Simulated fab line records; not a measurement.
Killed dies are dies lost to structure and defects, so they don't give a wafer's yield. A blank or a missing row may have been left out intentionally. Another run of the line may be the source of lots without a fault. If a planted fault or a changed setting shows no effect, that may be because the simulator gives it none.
A struck lot beside a sound one + flow sky130 + 43 out of 708 route steps
Sound: the wafers L696.1, L696.5, L696.6. Wafers struck: L709.2, L709.3, L709.6. Last of all comes the cause.
Order at every step that has rows: each side's tool, ch and its chambers, its first start. Under that, the readings that differ: sound wafers + struck wafers + difference of the means + sigmas: that difference in standard deviations of wafers without a fault.
alike: readings with means less than 2 such deviations apart, plus words and numbers identical on both sides. not compared: withheld readings, readings lacking a value on some wafer, bounds such as >300 that could conceal the same value, and numbers that have no deviation in the record and whose values overlap.
The two part at a step that has a row with sigmas, a row that says differs or no value, or rows on one side only. When numbers do not overlap yet have no deviation, they are printed without sigmas and do not part them. A reading missing from all wafers of one side parts the sides only when that side holds two or more wafers.

first, 1 step without rows for these wafers: SKY_LDD_P_IMPLANT_09.
SKY_LDD_P_STRIP_10: strips in O2/N2.
  sound on plasma asher-01 ch 0,1, day 20 16:18; struck on plasma asher-02 ch 0,1, day 25 06:15
  alike: chamber pressure mTorr, drypump motor current A, oes product au, strip time to endpoint s
  not compared: rf hours counter h
SKY_LDD_P_TW_MEAS_11:
  sound on film metro-03 at day 20 16:24; struck on film metro-03 at day 25 06:22
  alike: LDD_P_TW
then, 7 steps without rows for these wafers: SKY_LDD_HVN_DEHYDRATE_00 (time 60 s); SKY_LDD_HVN_HMDS_01 (prime time 60 s); SKY_LDD_HVN_COAT_02 (resist thk 300 nm); SKY_LDD_HVN_SOFTBAKE_03 (time 60 s); SKY_LDD_HVN_EXPOSE_04 (exposes mask HVNTM, target cd 700 nm); SKY_LDD_HVN_PEB_05; SKY_LDD_HVN_DEVELOP_06 (develop time 60 s).
SKY_LDD_HVN_OVL_MEAS_07:
  sound on overlay-01 at day 21 22:11; struck on overlay-01 at day 26 11:33
  alike: LDD_HVN_OVL
then, 1 step without rows for these wafers: SKY_LDD_HVN_IMPLANT_08.
SKY_LDD_HVN_STRIP_09: strips in O2/N2.
  sound on plasma asher-01 ch 0,1, day 21 22:23; struck on plasma asher-02 ch 1, day 26 11:44
  alike: chamber pressure mTorr, drypump motor current A, oes product au, strip time to endpoint s
  not compared: rf hours counter h
SKY_LDD_HVN_TW_MEAS_10:
  sound on film metro-01 at day 21 22:29; struck on film metro-04 at day 26 11:50
| reading    | sound          | struck         | difference | sigmas |
|------------|----------------|----------------|------------|--------|
| LDD_HVN_TW | 1468 1457 1469 | 1432 1427 1430 | -35        | -2     |
then, 7 steps without rows for these wafers: SKY_LDD_HVP_DEHYDRATE_00 (time 60 s); SKY_LDD_HVP_HMDS_01 (prime time 60 s); SKY_LDD_HVP_COAT_02 (resist thk 300 nm); SKY_LDD_HVP_SOFTBAKE_03 (time 60 s); SKY_LDD_HVP_EXPOSE_04 (exposes mask HVPTM, target cd 700 nm); SKY_LDD_HVP_PEB_05; SKY_LDD_HVP_DEVELOP_06 (develop time 60 s).
SKY_LDD_HVP_OVL_MEAS_07:
  sound on overlay-02 at day 23 04:41; struck on overlay-02 at day 27 16:18
  alike: LDD_HVP_OVL
then, 1 step without rows for these wafers: SKY_LDD_HVP_IMPLANT_08.
SKY_LDD_HVP_STRIP_09: strips in O2/N2.
  sound on plasma asher-04 ch 0,1, day 23 04:53; struck on plasma asher-02 ch 1, day 27 16:29
  alike: chamber pressure mTorr, drypump motor current A, oes product au, strip time to endpoint s
  not compared: rf hours counter h
SKY_LDD_HVP_TW_MEAS_10:
  sound on film metro-03 at day 23 04:59; struck on film metro-02 at day 27 16:35
  alike: LDD_HVP_TW
then, 7 steps without rows for these wafers: SKY_LDD_LDN_DEHYDRATE_00 (time 60 s); SKY_LDD_LDN_HMDS_01 (prime time 60 s); SKY_LDD_LDN_COAT_02 (resist thk 1140 nm); SKY_LDD_LDN_SOFTBAKE_03 (time 60 s); SKY_LDD_LDN_EXPOSE_04 (exposes mask LDNTM, target cd 700 nm); SKY_LDD_LDN_PEB_05; SKY_LDD_LDN_DEVELOP_06 (develop time 60 s).
SKY_LDD_LDN_OVL_MEAS_07:
  sound on overlay-02 at day 24 11:23; struck on overlay-02 at day 28 20:27
  alike: LDD_LDN_OVL
then, 4 steps without rows for these wafers: SKY_LDD_LDN_IMPLANT_08; SKY_LDD_LDN_IMPLANT_09; SKY_LDD_LDN_IMPLANT_10; SKY_LDD_LDN_IMPLANT_11.
SKY_LDD_LDN_STRIP_12: strips in O2/N2.
  sound on plasma asher-01 ch 0,1, day 24 12:02; struck on plasma asher-01 ch 0,1, day 28 21:05
  alike: chamber pressure mTorr, drypump motor current A, oes product au, strip time to endpoint s
  not compared: rf hours counter h
SKY_LDD_LDN_TW_MEAS_13:
  sound on film metro-02 at day 24 12:08; struck on film metro-02 at day 28 21:11
  alike: LDD_LDN_TW
then, 2 steps without rows for these wafers: SKY_LDD_LDN_CLEAN_14 (cleans in SC1/SC2, time 150 s); SKY_SPACER_CVD_00 (deposits Si3N4 from DCS/NH3, target thk 43.1 nm, time 740 s).
SKY_SPACER_THK_MEAS_01:
  sound on film metro-04 at day 24 14:16; struck on film metro-02 at day 28 23:16
  alike: SPACER_CVD_00_THK
-- the record jumps here: 21 days lie between the struck wafers' starts before and after (it left off in module SPACER and takes up again in module PAD_OPEN, whose first step shown is number 708 of the route) --
SKY_PAD_OPEN_PROBE_99:
  record: rows for the struck wafers here (prober-02, day 49 19:16), none for the sound ones

## WHERE THEY PART
Earliest at SKY_LDD_HVN_TW_MEAS_10; latest, in this record, at SKY_PAD_OPEN_PROBE_99.

WHY: what had been put in by the simulator
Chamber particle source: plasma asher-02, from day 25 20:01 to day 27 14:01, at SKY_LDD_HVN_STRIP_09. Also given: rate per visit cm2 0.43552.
